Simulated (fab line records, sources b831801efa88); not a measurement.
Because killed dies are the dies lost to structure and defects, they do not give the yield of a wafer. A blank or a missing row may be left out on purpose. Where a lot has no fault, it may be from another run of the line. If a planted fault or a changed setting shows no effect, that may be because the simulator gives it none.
fab line records ; flow gf180mcu ; part 2 of 2: steps 31 to 41 of 41
record lots=5; wafers=15; lastDay=34
route steps=602 shown PSD@252 NSD@262 SAB@264 SALICIDE@278 CONTACT@287
lots that met no fault: from a run of the same line without faults
startH: the number of hours between the record's first day and the start of the first shown wafer of the lot ; waitH: hours since the lot's step before ; " same as the row above ; L1.1+2: a single row standing in for several wafers ; - no value, or no start given ; * or withheld: withheld ; < > ~ a bound
route shown NAME@n: a module of which the file shows steps, and the number in the route of the first ; usual: the fault-free wafers' mean and standard deviation ; same: alike in all rows ; chamber/n: place in a boat ; sites: readings site by site ; _std_site: standard deviation across them ; _edge_site: the outer-site mean with the inner-site mean subtracted ; radiusMm: how far each site lies from the wafer's centre ; mask NAME#n: copy n ; behind: the most recent tool/chamber to have shaped the wafer ; hold: why the lot was held/for how many hours/how that ended ; device: names the non-switching transistor (n, p or np) ; end of line: at the end of the route, the tests of the same wafers ; step lacking rows: just its recipe ; killed: the dies lost at the first sort to structure and to defects; this is not the yield of the wafer ; map: a wafer's dies, x killed, . not, _ none there
set.NAME: the setting as run; set.NAME@STEP: as run at that earlier step ; model.NAME: the simulator's own value behind a step, which no gauge read
a table for each step, a row for each wafer; lots at some steps of the route
services: when a tool's chamber went out of use (startH, in hours from the record's first day, below 0 if earlier), for how many hours, and the reason
## steps
# step GF_SALICIDE_RS_MEAS_04
# recipe thkMeasGauge=four-point-probe; reads=TiN_of_SALICIDE_SPUTTER_03+Co_of_SALICIDE_SPUTTER_02
# usual SALICIDE_TIN_RS=16.4/0.35
lot.wafer;tool;chamber;startH;waitH;SALICIDE_TIN_RS[ohm/sq]
L076.1;filmMetro-01;-;359.31;0.0;16.6
L076.4;filmMetro-01;-;359.31;0.0;16.9
L076.6;filmMetro-01;-;359.31;0.0;16.8
L084.4;filmMetro-03;-;433.02;0.1;16.2
L084.5;filmMetro-03;-;433.02;0.1;16.8
L084.6;filmMetro-03;-;433.02;0.1;16.3
L086.1;filmMetro-01;-;454.02;0.0;16.0
L086.4;filmMetro-01;-;454.02;0.0;15.8
L086.6;filmMetro-01;-;454.02;0.0;16.0
L092.1;filmMetro-01;-;502.50;0.0;16.4
L092.2;filmMetro-01;-;502.50;0.0;16.5
L092.4;filmMetro-01;-;502.50;0.0;16.6
L097.3;filmMetro-04;-;542.15;0.1;16.7
L097.5;filmMetro-04;-;542.15;0.1;16.0
L097.6;filmMetro-04;-;542.15;0.1;16.2
# step GF_SALICIDE_THK_MEAS_05
# recipe thkMeasGauge=xrf; reads=TiN_of_SALICIDE_SPUTTER_03
# usual SALICIDE_TIN_THK=20.34/0.28
lot.wafer;tool;chamber;startH;waitH;SALICIDE_TIN_THK[nm]
L076.1;filmMetro-01;-;359.43;0.1;20.51
L076.4;filmMetro-01;-;359.43;0.1;20.20
L076.6;filmMetro-01;-;359.43;0.1;20.42
L084.4;filmMetro-03;-;433.11;0.1;19.73
L084.5;filmMetro-03;-;433.11;0.1;19.96
L084.6;filmMetro-03;-;433.11;0.1;20.52
L086.1;filmMetro-01;-;454.14;0.1;20.35
L086.4;filmMetro-01;-;454.14;0.1;20.72
L086.6;filmMetro-01;-;454.14;0.1;20.35
L092.1;filmMetro-01;-;502.62;0.1;20.75
L092.2;filmMetro-01;-;502.62;0.1;20.11
L092.4;filmMetro-01;-;502.62;0.1;20.51
L097.3;filmMetro-04;-;542.25;0.1;20.00
L097.5;filmMetro-04;-;542.25;0.1;20.48
L097.6;filmMetro-04;-;542.25;0.1;20.33
# step GF_SALICIDE_RTA_06
# recipe tempC=530; timeS=30; ambient=N2
# usual lampPowerPct=6.8/0.51; wafer_temp_C_max=532.1/0.72
lot.wafer;tool;chamber;startH;waitH;lampPowerPct;wafer_temp_C_max
L076.1;rtpAnneal-01;0;359.49;0.1;6.3;533.2
L076.4;rtpAnneal-01;0;359.49;0.1;6.3;532.2
L076.6;rtpAnneal-01;0;359.49;0.1;6.3;532.1
L084.4;rtpAnneal-02;0;433.19;0.1;7.3;531.5
L084.5;rtpAnneal-02;0;433.19;0.1;7.3;531.0
L084.6;rtpAnneal-02;0;433.19;0.1;7.3;531.3
L086.1;rtpAnneal-02;0;454.20;0.1;7.3;531.7
L086.4;rtpAnneal-02;0;454.20;0.1;7.3;531.5
L086.6;rtpAnneal-02;0;454.20;0.1;7.3;531.5
L092.1;rtpAnneal-02;0;502.68;0.1;7.3;531.0
L092.2;rtpAnneal-02;0;502.68;0.1;7.3;531.4
L092.4;rtpAnneal-02;0;502.68;0.1;7.3;531.9
L097.3;rtpAnneal-01;0;542.33;0.1;6.3;532.6
L097.5;rtpAnneal-01;0;542.33;0.1;6.3;533.2
L097.6;rtpAnneal-01;0;542.33;0.1;6.3;533.2
# step GF_SALICIDE_WET_ETCH_07
# recipe chemistry=SPM; targetDepthNm=120; dry=n2Spin
lot.wafer;tool;chamber;startH;waitH
L076.1+4+6;wetBench-04;2;359.59;0.1
L084.4+5+6;wetBench-04;2;433.24;0.0
L086.1+4+6;wetBench-04;0;454.30;0.1
L092.1+2+4;wetBench-04;0;502.78;0.1
L097.3+5+6;wetBench-01;3;542.39;0.1
# step GF_SALICIDE_RTA_08
# recipe tempC=800; timeS=30; ambient=N2
# usual lampPowerPct=18.9/1.4; wafer_temp_C_max=803.3/1.2
lot.wafer;tool;chamber;startH;waitH;lampPowerPct;wafer_temp_C_max
L076.1;rtpAnneal-02;0;359.68;0.0;20.4;802.2
L076.4;rtpAnneal-02;0;359.68;0.0;20.4;801.9
L076.6;rtpAnneal-02;0;359.68;0.0;20.3;802.5
L084.4;rtpAnneal-01;0;433.38;0.1;17.5;804.7
L084.5;rtpAnneal-01;0;433.38;0.1;17.5;804.8
L084.6;rtpAnneal-01;0;433.38;0.1;17.5;804.0
L086.1;rtpAnneal-01;0;454.39;0.0;17.5;802.9
L086.4;rtpAnneal-01;0;454.39;0.0;17.5;804.1
L086.6;rtpAnneal-01;0;454.39;0.0;17.5;803.6
L092.1;rtpAnneal-01;0;502.89;0.0;17.5;804.5
L092.2;rtpAnneal-01;0;502.89;0.0;17.5;804.0
L092.4;rtpAnneal-01;0;502.89;0.0;17.5;802.9
L097.3;rtpAnneal-02;0;542.52;0.0;20.3;802.7
L097.5;rtpAnneal-02;0;542.52;0.0;20.3;801.9
L097.6;rtpAnneal-02;0;542.52;0.0;20.3;802.3
# step GF_CONTACT_CVD_00
# recipe material=SiO2; targetThkNm=300; sigmaOpenFrac=0.3; tempC=400; timeS=50; sih4FlowSccm=60; pressureMtorr=6
lot.wafer;tool;chamber;startH;waitH
L076.1+4+6;hdpcvd-02;1,0,2;359.78;0.1
L084.4+5+6;hdpcvd-02;0,2,1;433.46;0.1
L086.1+4+6;hdpcvd-02;0,1,2;454.49;0.1
L092.1+2+4;hdpcvd-02;1,0,2;502.99;0.1
L097.3+5+6;hdpcvd-01;1,1,0;542.58;0.1
# step GF_CONTACT_THK_MEAS_01
# recipe reads=SiO2_of_CONTACT_CVD_00
# usual CONTACT_CVD_00_THK=300/3.5
lot.wafer;tool;chamber;startH;waitH;CONTACT_CVD_00_THK[nm]
L076.1;filmMetro-04;-;359.82;0.0;306
L076.4;filmMetro-04;-;359.82;0.0;297
L076.6;filmMetro-04;-;359.82;0.0;306
L084.4;filmMetro-02;-;433.51;0.0;300
L084.5;filmMetro-02;-;433.51;0.0;305
L084.6;filmMetro-02;-;433.51;0.0;306
L086.1;filmMetro-04;-;454.54;0.0;293
L086.4;filmMetro-04;-;454.54;0.0;301
L086.6;filmMetro-04;-;454.54;0.0;302
L092.1;filmMetro-04;-;503.03;0.0;304
L092.2;filmMetro-04;-;503.03;0.0;299
L092.4;filmMetro-04;-;503.03;0.0;303
L097.3;filmMetro-02;-;542.65;0.0;297
L097.5;filmMetro-02;-;542.65;0.0;299
L097.6;filmMetro-02;-;542.65;0.0;303
# step GF_CONTACT_CVD_02
# recipe material=SiO2; targetThkNm=860; precursor=TEOS; tempC=400; timeS=95.992; rfW=600
# usual heaterPowerOuterW=398/60; heaterPowerW=679/79
lot.wafer;tool;chamber;startH;waitH;heaterPowerOuterW;heaterPowerW
L076.1;pecvd-04;0;359.88;0.1;435;747
L076.4;pecvd-04;1;359.88;0.1;292;511
L076.6;pecvd-04;0;359.88;0.1;333;603
L084.4;pecvd-03;2;433.57;0.1;317;602
L084.5;pecvd-03;1;433.57;0.1;475;849
L084.6;pecvd-03;0;433.57;0.1;483;731
L086.1;pecvd-01;2;454.60;0.1;457;671
L086.4;pecvd-01;0;454.60;0.1;470;771
L086.6;pecvd-01;2;454.60;0.1;477;686
L092.1;pecvd-04;0;503.09;0.1;342;588
L092.2;pecvd-04;2;503.09;0.1;469;790
L092.4;pecvd-04;2;503.09;0.1;486;797
L097.3;pecvd-04;1;542.69;0.0;422;721
L097.5;pecvd-04;1;542.69;0.0;312;585
L097.6;pecvd-04;2;542.69;0.0;455;743
# step GF_CONTACT_THK_MEAS_03
# recipe reads=SiO2_of_CONTACT_CVD_02
# usual CONTACT_CVD_02_THK=860/12
lot.wafer;tool;chamber;startH;waitH;CONTACT_CVD_02_THK[nm]
L076.1;filmMetro-04;-;359.95;0.0;849
L076.4;filmMetro-04;-;359.95;0.0;860
L076.6;filmMetro-04;-;359.95;0.0;859
L084.4;filmMetro-04;-;433.64;0.0;868
L084.5;filmMetro-04;-;433.64;0.0;861
L084.6;filmMetro-04;-;433.64;0.0;857
L086.1;filmMetro-04;-;454.67;0.0;872
L086.4;filmMetro-04;-;454.67;0.0;876
L086.6;filmMetro-04;-;454.67;0.0;885
L092.1;filmMetro-04;-;503.16;0.0;840
L092.2;filmMetro-04;-;503.16;0.0;860
L092.4;filmMetro-04;-;503.16;0.0;871
L097.3;filmMetro-04;-;542.78;0.1;856
L097.5;filmMetro-04;-;542.78;0.1;865
L097.6;filmMetro-04;-;542.78;0.1;859
# step GF_CONTACT_CMP_04
# recipe material=SiO2; downForcePsi=4; platenRpm=60; padVelocityMS=0.94248
# usual motorCurrentA=12.2/1.2; timeToEndpointS=109/6.4
lot.wafer;tool;chamber;startH;waitH;motorCurrentA;timeToEndpointS
L076.1;cmp-01;1;360.01;0.1;14.0;111
L076.4;cmp-01;2;360.01;0.1;10.2;105
L076.6;cmp-01;1;360.01;0.1;13.1;117
L084.4;cmp-02;2;433.67;0.0;10.9;113
L084.5;cmp-02;2;433.67;0.0;11.2;106
L084.6;cmp-02;3;433.67;0.0;12.4;110
L086.4;cmp-02;3;454.83;0.1;11.4;117
L086.1;cmp-02;0;454.83;0.1;13.4;119
L086.6;cmp-02;2;454.83;0.1;11.5;114
L092.4;cmp-01;1;503.22;0.0;13.6;118
L092.1;cmp-01;2;503.22;0.0;10.6;98
L092.2;cmp-01;0;503.22;0.0;11.7;108
L097.3;cmp-01;1;542.92;0.1;13.0;119
L097.5;cmp-01;3;542.92;0.1;11.6;114
L097.6;cmp-01;0;542.92;0.1;11.8;112
# step GF_CONTACT_BOW_MEAS_05
# recipe mode=bow
# usual CONTACT_BOW=65/6.4
lot.wafer;tool;chamber;startH;waitH;CONTACT_BOW[um]
L076.1;filmMetro-03;-;360.31;0.2;65
L076.4;filmMetro-03;-;360.31;0.2;58
L076.6;filmMetro-03;-;360.31;0.2;64
L084.4;filmMetro-02;-;434.03;0.3;72
L084.5;filmMetro-02;-;434.03;0.3;69
L084.6;filmMetro-02;-;434.03;0.3;64
L086.1;filmMetro-02;-;455.03;0.1;63
L086.4;filmMetro-02;-;455.03;0.1;60
L086.6;filmMetro-02;-;455.03;0.1;55
L092.1;filmMetro-04;-;503.52;0.2;68
L092.2;filmMetro-04;-;503.52;0.2;67
L092.4;filmMetro-04;-;503.52;0.2;72
L097.3;filmMetro-03;-;543.16;0.2;68
L097.5;filmMetro-03;-;543.16;0.2;71
L097.6;filmMetro-03;-;543.16;0.2;64
## services
tool;chamber;startH;hours;kind
pecvd-04;2;307.75;4.3;repair
ilineStepper-02;-;321.41;1.7;pm
ilineStepper-01;-;328.42;4.9;repair
pecvd-04;-;350.94;0.7;repair
implanter-02;-;351.72;1.1;repair
wetBench-04;-;352.41;1.9;pm
cmp-01;-;353.88;2.1;repair
rieDiel-02;-;357.16;0.3;repair
pecvd-04;-;368.88;14.0;pm
rtpAnneal-02;-;373.79;5.0;pm
cmp-01;-;374.47;1.4;repair
rieDiel-02;-;375.40;0.4;repair
ilineStepper-01;-;382.55;1.7;pm
pecvd-04;0;425.74;5.4;repair
plasmaAsher-02;-;427.23;0.7;repair
wetBench-02;-;485.17;4.4;pm
pecvd-01;-;512.67;1.8;repair
pecvd-04;-;512.71;2.8;pm
rtpAnneal-01;-;523.11;5.0;pm
wetBench-04;-;526.89;1.0;repair
hdpcvd-02;-;529.68;1.8;repair
ilineStepper-01;-;532.56;5.3;repair
pecvd-01;-;534.50;2.0;repair
hdpcvd-02;-;539.25;15.0;pm
